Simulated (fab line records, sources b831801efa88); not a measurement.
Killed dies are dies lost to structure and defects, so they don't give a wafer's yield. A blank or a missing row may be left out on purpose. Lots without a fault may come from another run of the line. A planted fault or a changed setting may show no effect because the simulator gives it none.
Which tool did it? | flow gf180mcu | 7 lots, 21 wafers sampled, at 2 steps of a route of 602

WHAT THE GAUGES READ, wafer by wafer
GF_HV_LDD_OVL_MEAS_47.
lot  | measured     | on         | HV_LDD_03_OVL (nm)
L731 | day 12 16:31 | overlay-02 | 0.4 -1.0 2.3
L735 | day 14 10:04 | overlay-01 | - - -
L743 | day 16 20:51 | overlay-02 | -0.3 -1.5 -0.8
L746 | day 17 18:49 | overlay-01 | 1.6 1.1 2.6
L748 | day 18 11:19 | overlay-01 | -1.9 -2.5 -2.5
L750 | day 19 04:50 | overlay-02 | -0.4 0.5 -1.0
L753 | day 20 01:11 | overlay-02 | -0.4 -0.1 -1.3

WHICH TOOL RAN EACH LOT (tool, then ch and the chambers of the sampled wafers, then the start)
lot  | GF_HV_LDD_DEVELOP_45
L731 | litho_track-02 ch 0, day 12 16:16
L735 | litho_track-02, day 14 09:49
L743 | litho_track-02 ch 0, day 16 20:35
L746 | litho_track-03 ch 0, day 17 18:32
L748 | litho_track-04 ch 0, day 18 11:04
L750 | litho_track-04 ch 0, day 19 04:37
L753 | litho_track-04 ch 0, day 20 00:57
- GF_HV_LDD_DEVELOP_45: develop time 60 s.

THE ANSWER, worked out from the rows above alone
Rule: what is usual is taken from the lots themselves. Put in order of their means at a reading, lots are off if they are a third of the lots or fewer, leave a main group of 4 or more, and stand apart from it by a gap of 3 or more times the standard deviation of the main group's means; of several such gaps the widest counts. A main group whose means are all the same, to the digits that the tables above print for the reading, isn't used. A lot without any number at a reading at which 4 lots or more have one is off too. The other lots that the step has rows for count as sound.
Off: L735, at GF_HV_LDD_OVL_MEAS_47 (HV_LDD_03_OVL). Without a number there: L735. The main group: mean -0.3 nm, standard deviation 1.3.
A tool fits if, at a process step before that reading, it ran every lot that is off, and no sound lot after the first of them. The gauges at GF_HV_LDD_OVL_MEAS_47 are tried like those tools. None of those tried fits.

WHAT THE SIMULATOR HAD PUT IN
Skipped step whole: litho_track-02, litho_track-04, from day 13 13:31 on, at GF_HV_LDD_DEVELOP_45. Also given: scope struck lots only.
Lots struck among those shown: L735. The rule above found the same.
